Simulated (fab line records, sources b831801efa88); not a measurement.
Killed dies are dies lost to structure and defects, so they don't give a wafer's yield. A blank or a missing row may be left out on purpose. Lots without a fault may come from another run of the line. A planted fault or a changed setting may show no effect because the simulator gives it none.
Chamber matching | flow gf180mcu | GF_STI_ETCH_13 on rie_diel-03: 4 sister chambers
The step etches the open film in CHF3/O2, stops on Si, target depth 282.31 nm, time 112.9 s. 14 wafers are shown with their chamber, then 7 later ones without.

WAFERS WITH THEIR CHAMBER
wafer  | chamber | drypump_motor_current_A (A) | throttle_valve_pct (%) | oes_product_au (a.u.)
L861.3 | 0       | 6.5                         | 8.803                  | 0.834
L861.5 | 2       | 5.8                         | 8.808                  | 0.828
L861.6 | 1       | 5.8                         | 8.819                  | 0.824
L862.1 | 1       | 5.8                         | 8.805                  | 0.841
L862.3 | 3       | 5.4                         | 8.802                  | 0.843
L862.4 | 2       | 5.7                         | 8.824                  | 0.832
L864.2 | 0       | 6.5                         | 8.816                  | 0.839
L864.3 | 2       | 5.8                         | 8.809                  | 0.833
L864.5 | 0       | 6.5                         | 8.800                  | 0.837
L871.1 | 1       | 5.8                         | 8.816                  | 0.831
L871.2 | 0       | 6.5                         | 8.825                  | 0.834
L871.5 | 2       | 5.8                         | 8.794                  | 0.837
L872.1 | 3       | 5.4                         | 8.804                  | 0.829
L872.4 | 0       | 6.5                         | 8.812                  | 0.833

SIGNATURES (means of the wafers above)
reading                 | chamber 0 | chamber 1 | chamber 2 | chamber 3 | scatter within a chamber
drypump_motor_current_A | 6.500     | 5.800     | 5.775     | 5.400     | 0.0274
throttle_valve_pct      | 8.81120   | 8.81333   | 8.80875   | 8.80300   | 0.00984
oes_product_au          | 0.83540   | 0.83200   | 0.83250   | 0.83600   | 0.00557
Rule: a wafer's distance from a chamber is the root of the sum, over the readings, of the square of ((its reading less the chamber's mean) divided by the reading's scatter). The wafer belongs to the nearest chamber; if the next one is less than 2 further off, it can't be placed. The scatter: the root of (the sum of the squares of (reading less its chamber's mean) over the shown wafers, divided by (wafers less chambers)).

WAFERS WITHOUT THEIR CHAMBER
wafer  | drypump_motor_current_A (A) | throttle_valve_pct (%) | oes_product_au (a.u.)
L872.5 | 5.7                         | 8.814                  | 0.831
L875.2 | 5.5                         | 8.806                  | 0.837
L875.4 | 5.5                         | 8.814                  | 0.838
L875.5 | 5.8                         | 8.802                  | 0.830
L881.2 | 5.7                         | 8.814                  | 0.834
L881.3 | 5.7                         | 8.815                  | 0.837
L881.4 | 6.5                         | 8.816                  | 0.846

WHICH CHAMBER EACH WENT THROUGH
wafer  | from the rows above     | in truth
L872.5 | can't be placed: 2 or 1 | 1
L875.2 | 3                       | 3
L875.4 | 3                       | 3
L875.5 | can't be placed: 1 or 2 | 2
L881.2 | can't be placed: 2 or 1 | 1
L881.3 | can't be placed: 2 or 1 | 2
L881.4 | 0                       | 0
Placed correctly: 3 of 7. Can't be placed from these rows: 4 (the true chamber is among the candidates in 4). Placed wrongly: 0.
